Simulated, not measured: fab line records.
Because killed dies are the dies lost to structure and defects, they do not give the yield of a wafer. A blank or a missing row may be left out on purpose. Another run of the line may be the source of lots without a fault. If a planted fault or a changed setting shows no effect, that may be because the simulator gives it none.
The tool behind it: which one? :: flow sky130 :: 11 lots, 33 wafers sampled, at 2 steps of a route of 708

WHAT THE GAUGES SHOWED, per wafer
SKY_FIELD_ISO_THK_MEAS_23.
lot: L185
measured: day 2 08:32
on: film-metro-02
FIELD_ISO_OXIDATION_01_THK (nm): 10.14 9.99 9.92

lot: L187
measured: day 2 17:46
on: film-metro-02
FIELD_ISO_OXIDATION_01_THK (nm): 10.13 9.99 9.90

lot: L188
measured: day 3 02:23
on: film-metro-04
FIELD_ISO_OXIDATION_01_THK (nm): 9.90 10.08 10.12

lot: L191
measured: day 3 14:25
on: film-metro-01
FIELD_ISO_OXIDATION_01_THK (nm): 10.09 9.83 9.89

lot: L192
measured: day 3 22:07
on: film-metro-04
FIELD_ISO_OXIDATION_01_THK (nm): 9.89 9.78 9.89

lot: L196
measured: day 4 23:22
on: film-metro-02
FIELD_ISO_OXIDATION_01_THK (nm): 10.06 10.09 10.24

lot: L198
measured: day 5 07:39
on: film-metro-02
FIELD_ISO_OXIDATION_01_THK (nm): 10.16 10.16 10.17

lot: L202
measured: day 6 03:43
on: film-metro-02
FIELD_ISO_OXIDATION_01_THK (nm): 9.85 10.04 10.09

lot: L203
measured: day 6 07:59
on: film-metro-01
FIELD_ISO_OXIDATION_01_THK (nm): 9.98 9.94 9.81

lot: L204
measured: day 6 16:04
on: film-metro-04
FIELD_ISO_OXIDATION_01_THK (nm): 10.03 10.00 10.04

lot: L205
measured: day 6 17:14
on: film-metro-01
FIELD_ISO_OXIDATION_01_THK (nm): 9.95 9.96 9.74

EACH LOT AND THE TOOL THAT RAN IT (in order: tool; ch and the chambers of the sampled wafers; start)
lot: L185
SKY_FIELD_ISO_ETCH_17: rie-si-02 ch 0,1, day 2 05:35

lot: L187
SKY_FIELD_ISO_ETCH_17: rie-si-01 ch 0,2,3, day 2 16:07

lot: L188
SKY_FIELD_ISO_ETCH_17: rie-si-02 ch 1,2,3, day 2 22:19

lot: L191
SKY_FIELD_ISO_ETCH_17: rie-si-01 ch 0,1,2, day 3 12:53

lot: L192
SKY_FIELD_ISO_ETCH_17: rie-si-01 ch 0,1,2, day 3 18:56

lot: L196
SKY_FIELD_ISO_ETCH_17: rie-si-01 ch 0,1,2, day 4 17:23

lot: L198
SKY_FIELD_ISO_ETCH_17: rie-si-02 ch 1,2,3, day 5 05:11

lot: L202
SKY_FIELD_ISO_ETCH_17: rie-si-01 ch 0,1,3, day 6 01:53

lot: L203
SKY_FIELD_ISO_ETCH_17: rie-si-02 ch 0,1, day 6 04:59

lot: L204
SKY_FIELD_ISO_ETCH_17: rie-si-02 ch 0,3, day 6 11:25

lot: L205
SKY_FIELD_ISO_ETCH_17: rie-si-01 ch 0,1,3, day 6 14:37
- SKY_FIELD_ISO_ETCH_17: etches Si in HBr/Cl2/O2, target depth 342 nm, time 97.7 s.

THE ANSWER, worked out from the rows above alone
Rule: what is usual is taken from the lots themselves. Put in order of their means at a reading, lots are off if they are a third of the lots or fewer, leave a main group of 4 or more, and stand apart from it by a gap of 3 or more times the standard deviation of the main group's means; of several such gaps the widest counts. A main group is skipped when, at the precision printed for the reading in the tables above, its means are all equal. A lot without any number at a reading at which 4 lots or more have one is off too. The other lots that the step has rows for count as sound.
Nothing can be told from this: no lot is off at any reading shown.

WHAT THE SIMULATOR HAD PUT IN
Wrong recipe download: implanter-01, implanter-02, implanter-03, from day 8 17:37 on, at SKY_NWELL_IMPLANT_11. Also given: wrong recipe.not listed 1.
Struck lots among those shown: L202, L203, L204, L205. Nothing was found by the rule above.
